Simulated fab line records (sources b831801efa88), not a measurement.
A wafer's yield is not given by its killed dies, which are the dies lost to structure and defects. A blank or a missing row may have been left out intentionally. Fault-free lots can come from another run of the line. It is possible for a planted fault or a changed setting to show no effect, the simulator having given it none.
fab line records ; flow sky130
[record] lots = 6; wafers = 18; last_day = 50
route steps=708 shown METAL4@602 CAP2M@603
lots untouched by any fault: they come from a run of this same line in which no faults occurred
start_h: start of the lot's first displayed wafer, in hours after the record's first day ; wait_h: hours since the lot's step before ; " repeats the value in the row above ; L1.1+2: a row that stands for several wafers ; - value missing, or start not given ; * or withheld: withheld ; < > ~ a bound
route shown NAME@n: names a module that has steps shown in the file, with the first one's number in the route ; usual: the fault-free wafers' mean and standard deviation ; same: alike in all rows ; chamber/n: place in a boat ; sites: the reading at each site ; _std_site: the values' standard deviation ; _edge_site: the outer-site mean with the inner-site mean subtracted ; radius_mm: how far each site lies from the wafer's centre ; mask NAME#n: copy n ; behind: the most recent tool/chamber to have shaped the wafer ; hold: what put the lot on hold/how long, in hours/how the hold closed ; device: transistor that didn't switch, given as n, p or np ; end of line: tests of these same wafers at the route's end ; where a step has no rows: the recipe by itself ; killed: at the first sort, the dies lost to defects and structure; wafer yield is something else ; map: the dies of a wafer, with x for killed, . for not killed, _ for no die there
set.NAME: the setting the step ran with; set.NAME@STEP: the setting that earlier step ran with ; model.NAME: the simulator's own value behind a step, which no gauge read
lots at selected steps of the route; one table per step, one row per wafer
services: from which hour (start_h, from the record's first day; less than 0 if before it) a tool's chamber was out of use, for how many hours, and why
[[steps]]
[step SKY_METAL4_SPUTTER_04]
[recipe] material = TiN; target_thk_nm = 70; power_w = 6500; time_s = 58.3; chamber_pressure_pa = 0.4
[usual] throttle_valve_pct = 29.8/1.4
lot.wafer;tool;chamber;start_h;wait_h;throttle_valve_pct
L994.1;pvd_sputter-03;-;924.56;0.0;31.4
L994.3;pvd_sputter-03;-;924.56;0.0;29.1
L994.6;pvd_sputter-03;-;924.56;0.0;27.7
L101.1;pvd_sputter-03;-;980.39;0.0;27.4
L101.3;pvd_sputter-03;-;980.39;0.0;29.2
L101.5;pvd_sputter-03;-;980.39;0.0;31.1
L109.2;pvd_sputter-02;-;1038.89;0.0;29.2
L109.4;pvd_sputter-02;-;1038.89;0.0;28.4
L109.6;pvd_sputter-02;-;1038.89;0.0;29.2
L110.2;pvd_sputter-04;-;1043.77;0.0;30.2
L110.4;pvd_sputter-04;-;1043.77;0.0;28.7
L110.5;pvd_sputter-04;-;1043.77;0.0;28.6
L115.1;pvd_sputter-02;-;1068.34;0.0;29.1
L115.4;pvd_sputter-02;-;1068.34;0.0;28.3
L115.5;pvd_sputter-02;-;1068.34;0.0;29.2
L116.1;pvd_sputter-04;-;1071.28;0.0;28.7
L116.4;pvd_sputter-04;-;1071.28;0.0;30.4
L116.5;pvd_sputter-04;-;1071.28;0.0;30.8
[step SKY_CAP2M_CVD_00]
[recipe] material = SiO2; target_thk_nm = 15.5; temp_c = 400; time_s = withheld; rf_w = 450
[usual] heater_power_w = 679/75
lot.wafer;tool;chamber;start_h;wait_h;heater_power_w
L994.1;pecvd-02;1;924.61;0.0;672
L994.3;pecvd-02;0;924.61;0.0;766
L994.6;pecvd-02;2;924.61;0.0;815
L101.1;pecvd-03;2;980.43;0.0;575
L101.3;pecvd-03;1;980.43;0.0;699
L101.5;pecvd-03;1;980.43;0.0;718
L109.2;pecvd-03;0;1038.94;0.0;577
L109.4;pecvd-03;0;1038.94;0.0;603
L109.6;pecvd-03;2;1038.94;0.0;641
L110.2;pecvd-03;1;1043.82;0.0;713
L110.4;pecvd-03;2;1043.82;0.0;583
L110.5;pecvd-03;0;1043.82;0.0;594
L115.1;pecvd-03;1;1068.38;0.0;714
L115.4;pecvd-03;0;1068.38;0.0;638
L115.5;pecvd-03;1;1068.38;0.0;717
L116.1;pecvd-03;2;1071.33;0.0;562
L116.4;pecvd-03;1;1071.33;0.0;693
L116.5;pecvd-03;0;1071.33;0.0;611
[step SKY_CAP2M_THK_MEAS_01]
[recipe] reads = SiO2_of_CAP2M_CVD_00
[usual] CAP2M_CVD_00_THK = 15.45/0.25
lot.wafer;tool;chamber;start_h;wait_h;CAP2M_CVD_00_THK[nm]
L994.1;film_metro-03;-;924.63;-;15.59
L994.3;film_metro-03;-;924.63;-;15.40
L994.6;film_metro-03;-;924.63;-;15.28
L101.1;film_metro-04;-;980.46;-;15.83
L101.3;film_metro-04;-;980.46;-;15.55
L101.5;film_metro-04;-;980.46;-;15.85
L109.2;film_metro-02;-;1038.98;-;15.45
L109.4;film_metro-02;-;1038.98;-;15.34
L109.6;film_metro-02;-;1038.98;-;15.76
L110.2;film_metro-04;-;1043.85;-;15.37
L110.4;film_metro-04;-;1043.85;-;15.39
L110.5;film_metro-04;-;1043.85;-;15.23
L115.1;film_metro-02;-;1068.41;-;15.40
L115.4;film_metro-02;-;1068.41;-;15.72
L115.5;film_metro-02;-;1068.41;-;15.68
L116.1;film_metro-02;-;1071.35;-;15.57
L116.4;film_metro-02;-;1071.35;-;15.78
L116.5;film_metro-02;-;1071.35;-;15.63
[step SKY_CAP2M_SPUTTER_02]
[recipe] material = TiN; target_thk_nm = 200; temp_c = 300; power_w = 6500; time_s = 166.7; chamber_pressure_pa = 0.4
[usual] throttle_valve_pct = 29.8/1.1
lot.wafer;tool;chamber;start_h;wait_h;throttle_valve_pct
L994.1;pvd_sputter-01;-;924.69;0.1;31.0
L994.3;pvd_sputter-01;-;924.69;0.1;30.0
L994.6;pvd_sputter-01;-;924.69;0.1;30.2
L101.1;pvd_sputter-01;-;980.52;0.1;30.8
L101.3;pvd_sputter-01;-;980.52;0.1;29.0
L101.5;pvd_sputter-01;-;980.52;0.1;31.0
L109.2;pvd_sputter-01;-;1039.03;0.0;29.1
L109.4;pvd_sputter-01;-;1039.03;0.0;30.8
L109.6;pvd_sputter-01;-;1039.03;0.0;31.0
L110.2;pvd_sputter-01;-;1043.90;0.0;30.4
L110.4;pvd_sputter-01;-;1043.90;0.0;29.9
L110.5;pvd_sputter-01;-;1043.90;0.0;29.1
L115.1;pvd_sputter-01;-;1068.47;0.1;29.2
L115.4;pvd_sputter-01;-;1068.47;0.1;30.2
L115.5;pvd_sputter-01;-;1068.47;0.1;30.0
L116.1;pvd_sputter-01;-;1071.41;0.1;29.3
L116.4;pvd_sputter-01;-;1071.41;0.1;30.1
L116.5;pvd_sputter-01;-;1071.41;0.1;30.9
[step SKY_CAP2M_RS_MEAS_03]
[recipe] thk_meas_gauge = four-point-probe; reads = TiN_of_CAP2M_SPUTTER_02
[usual] CAP2M_TIN_RS = 6.90/0.082
lot.wafer;tool;chamber;start_h;wait_h;CAP2M_TIN_RS[ohm/sq]
L994.1;film_metro-03;-;924.80;0.1;7.01
L994.3;film_metro-03;-;924.80;0.1;7.00
L994.6;film_metro-03;-;924.80;0.1;7.05
L101.1;film_metro-02;-;980.63;0.1;6.93
L101.3;film_metro-02;-;980.63;0.1;6.87
L101.5;film_metro-02;-;980.63;0.1;6.93
L109.2;film_metro-03;-;1039.16;0.1;6.76
L109.4;film_metro-03;-;1039.16;0.1;6.81
L109.6;film_metro-03;-;1039.16;0.1;6.83
L110.2;film_metro-03;-;1044.03;0.1;7.01
L110.4;film_metro-03;-;1044.03;0.1;7.05
L110.5;film_metro-03;-;1044.03;0.1;6.94
L115.1;film_metro-03;-;1068.58;0.1;6.89
L115.4;film_metro-03;-;1068.58;0.1;6.90
L115.5;film_metro-03;-;1068.58;0.1;6.91
L116.1;film_metro-02;-;1071.52;0.1;6.93
L116.4;film_metro-02;-;1071.52;0.1;6.97
L116.5;film_metro-02;-;1071.52;0.1;7.04
[step SKY_CAP2M_THK_MEAS_04]
[recipe] thk_meas_gauge = xrf; reads = TiN_of_CAP2M_SPUTTER_02
[usual] CAP2M_TIN_THK = 202.7/2.6
lot.wafer;tool;chamber;start_h;wait_h;CAP2M_TIN_THK[nm]
L994.1;film_metro-03;-;924.92;0.1;197.8
L994.3;film_metro-03;-;924.92;0.1;199.0
L994.6;film_metro-03;-;924.92;0.1;198.1
L101.1;film_metro-02;-;980.75;0.1;202.4
L101.3;film_metro-02;-;980.75;0.1;204.4
L101.5;film_metro-02;-;980.75;0.1;202.9
L109.2;film_metro-03;-;1039.27;0.1;206.6
L109.4;film_metro-03;-;1039.27;0.1;206.4
L109.6;film_metro-03;-;1039.27;0.1;204.3
L110.2;film_metro-03;-;1044.14;0.1;199.4
L110.4;film_metro-03;-;1044.14;0.1;198.4
L110.5;film_metro-03;-;1044.14;0.1;200.2
L115.1;film_metro-03;-;1068.70;0.1;202.8
L115.4;film_metro-03;-;1068.70;0.1;202.8
L115.5;film_metro-03;-;1068.70;0.1;201.7
L116.1;film_metro-02;-;1071.64;0.1;202.3
L116.4;film_metro-02;-;1071.64;0.1;201.3
L116.5;film_metro-02;-;1071.64;0.1;200.5
[step SKY_CAP2M_DEHYDRATE_05]
[recipe] temp_c = 200; time_s = 60
[step SKY_CAP2M_HMDS_06]
[recipe] prime_time_s = 60; prime_temp_c = 120
[step SKY_CAP2M_COAT_07]
[recipe] resist = NOVOLAK; spin_rpm = 3000; resist_thk_nm = 1140
[step SKY_CAP2M_SOFTBAKE_08]
[recipe] temp_c = 90; time_s = 60; resist = NOVOLAK
[step SKY_CAP2M_EXPOSE_09]
[recipe] mask_id = CAP2M; na = 0.6; source_shape = conventional; sigma_outer = 0.6; polarization = unpolarized; target_cd_nm = 1000; dose_mj = 159
[step SKY_CAP2M_PEB_10]
[recipe] temp_c = withheld; time_s = *; resist = NOVOLAK
[step SKY_CAP2M_DEVELOP_11]
[recipe] resist = NOVOLAK; developer = TMAH; develop_time_s = 60; dev_temp_c = 23
[usual] chill_plate_temp_C = 22.99/0.12; develop_time_s = 60/0
lot.wafer;tool;chamber;start_h;wait_h;chill_plate_temp_C;develop_time_s
L994.1;litho_track-01;0;946.22;0.1;22.83;60
L994.3;litho_track-01;0;946.22;0.1;22.85;60
L994.6;litho_track-01;0;946.22;0.1;22.95;60
L101.1;litho_track-04;0;1003.44;0.1;23.04;60
L101.3;litho_track-04;0;1003.44;0.1;22.99;60
L101.5;litho_track-04;0;1003.44;0.1;22.90;60
L109.2;litho_track-01;-;1061.10;0.1;-;-
L109.4;litho_track-01;-;1061.10;0.1;-;-
L109.6;litho_track-01;-;1061.10;0.1;-;-
L110.2;litho_track-01;-;1065.10;0.1;-;-
L110.4;litho_track-01;-;1065.10;0.1;-;-
L110.5;litho_track-01;-;1065.10;0.1;-;-
L115.1;litho_track-02;0;1089.49;0.1;23.11;60
L115.4;litho_track-02;0;1089.49;0.1;22.98;60
L115.5;litho_track-02;0;1089.49;0.1;22.96;60
L116.1;litho_track-02;0;1091.94;0.1;22.79;60
L116.4;litho_track-02;0;1091.94;0.1;23.00;60
L116.5;litho_track-02;0;1091.94;0.1;22.88;60
[step SKY_CAP2M_OVL_MEAS_12]
[usual] CAP2M_OVL = 0.8/1.2
lot.wafer;tool;chamber;start_h;wait_h;CAP2M_OVL[nm]
L994.1;overlay-02;-;946.37;0.1;-0.3
L994.3;overlay-02;-;946.37;0.1;-1.0
L994.6;overlay-02;-;946.37;0.1;-0.7
L101.1;overlay-02;-;1003.59;0.1;1.0
L101.3;overlay-02;-;1003.59;0.1;0.5
L101.5;overlay-02;-;1003.59;0.1;0.8
L109.2;overlay-02;-;1061.23;0.1;-
L109.4;overlay-02;-;1061.23;0.1;-
L109.6;overlay-02;-;1061.23;0.1;-
L110.2;overlay-01;-;1065.23;0.1;-
L110.4;overlay-01;-;1065.23;0.1;-
L110.5;overlay-01;-;1065.23;0.1;-
L115.1;overlay-02;-;1089.64;0.1;-0.1
L115.4;overlay-02;-;1089.64;0.1;0.7
L115.5;overlay-02;-;1089.64;0.1;1.8
L116.1;overlay-02;-;1092.09;0.1;0.8
L116.4;overlay-02;-;1092.09;0.1;-0.6
L116.5;overlay-02;-;1092.09;0.1;1.0
[[services]]
tool;chamber;start_h;hours;kind
pecvd-03;-;905.70;1.0;repair
pvd_sputter-01;-;906.17;2.1;repair
pecvd-02;-;914.64;2.8;pm
pvd_sputter-02;-;937.43;0.5;repair
pecvd-03;0;939.02;5.4;repair
pvd_sputter-01;-;943.68;4.6;repair
litho_track-02;-;954.60;-;consumable_replace:filter
pecvd-03;-;982.54;1.3;repair
pvd_sputter-03;-;986.14;23.3;repair
pvd_sputter-04;-;1000.32;8.0;repair
pecvd-02;2;1013.08;5.5;scheduled_down
pecvd-02;1;1020.02;2.4;repair
pecvd-02;1;1022.41;-;clean
pecvd-02;1;1022.41;-;consumable_replace:showerhead
pecvd-02;1;1022.41;29.0;scheduled_down
pecvd-02;1;1022.41;29.0;vent_cycle
pecvd-03;2;1025.86;2.1;scheduled_down
pecvd-03;1;1037.67;5.5;scheduled_down
pvd_sputter-01;-;1046.73;9.5;repair
pecvd-03;-;1065.61;0.6;repair
pecvd-02;2;1069.56;2.1;scheduled_down
pecvd-03;0;1076.62;7.2;repair
pecvd-03;1;1077.68;6.0;repair
[[key]]
[first_sign] step = SKY_CAP2M_DEVELOP_11; reading = tool_record; direction = missing
effect none on later readings
met_at SKY_CAP2M_DEVELOP_11
struck_wafers L109.2,L109.4,L109.6,L110.2,L110.4,L110.5
later_rows_left_out L109.2,L109.4,L109.6,L110.2,L110.4,L110.5
sort_left_out L109.2,L109.4,L109.6,L110.2,L110.4,L110.5
onset_between 946.22 1061.10
[fault] kind = skipped_step_whole; tool = litho_track-01; chamber = -; onset_h = 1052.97; steps = SKY_CAP2M_DEVELOP_11; scope = struck_lots_only
// sort_left_out: the simulated sort isn't trusted on such a fault, so these wafers' sort isn't shown, and their yield isn't known
// later_rows_left_out: the simulator's readings of these wafers behind a module that went badly wrong aren't trusted and aren't shown, but for the sort
